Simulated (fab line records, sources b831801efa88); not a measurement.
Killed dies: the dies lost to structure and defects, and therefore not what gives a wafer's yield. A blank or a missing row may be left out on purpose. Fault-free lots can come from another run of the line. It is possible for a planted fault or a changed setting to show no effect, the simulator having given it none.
The tool behind it: which one? ; flow gf180mcu ; 7 lots, 21 wafers sampled, at 2 steps of a route of 602

== WHAT EACH GAUGE READ, for each wafer ==
GF_MVSD_TW_MEAS_11.
lot;measured;on;MVSD_TW
L898;day 4 16:25;filmMetro-04;1590 1594 1587
L900;day 5 04:10;filmMetro-04;1590 1581 1585
L902;day 5 14:25;filmMetro-02;1648 1660 1651
L904;day 6 02:13;filmMetro-02;1578 1592 1598
L915;day 8 23:58;filmMetro-03;1579 1577 1571
L917;day 9 05:23;filmMetro-03;1571 1584 1592
L920;day 9 23:29;filmMetro-03;1585 1577 1579

== EACH LOT AND THE TOOL THAT RAN IT (in order: tool; ch and the chambers of the sampled wafers; start) ==
lot;GF_MVSD_IMPLANT_09
L898;implanter-04 ch 0, day 4 16:13
L900;implanter-04 ch 0, day 5 03:55
L902;implanter-04 ch 0, day 5 13:52
L904;implanter-03 ch 0, day 6 01:59
L915;implanter-04 ch 0, day 8 23:43
L917;implanter-03 ch 0, day 9 05:08
L920;implanter-01 ch 0, day 9 23:14
- GF_MVSD_IMPLANT_09

== THE ANSWER, worked out from the rows above alone ==
Rule: the lots themselves supply what counts as usual. Put in order of their means at a reading, lots are off if they are a third of the lots or fewer, leave a main group of 4 or more, and stand apart from it by a gap of 3 or more times the standard deviation of the main group's means; of several such gaps the widest counts. A main group is skipped when, at the precision printed for the reading in the tables above, its means are all equal. Also off: a lot with no number at a reading for which 4 or more lots have one. Where the step has rows for the other lots, those lots are counted as sound.
Off: L902, seen at GF_MVSD_TW_MEAS_11 (MVSD_TW). The main group has a mean of 1584 with a standard deviation of 5.1.
A tool fits if, at a process step before that reading, it ran every lot that is off, and no sound lot after the first of them. Those tools and the gauges at GF_MVSD_TW_MEAS_11 are tried in the same way. No candidate that was tried fits.

== WHAT HAD BEEN PUT IN BY THE SIMULATOR ==
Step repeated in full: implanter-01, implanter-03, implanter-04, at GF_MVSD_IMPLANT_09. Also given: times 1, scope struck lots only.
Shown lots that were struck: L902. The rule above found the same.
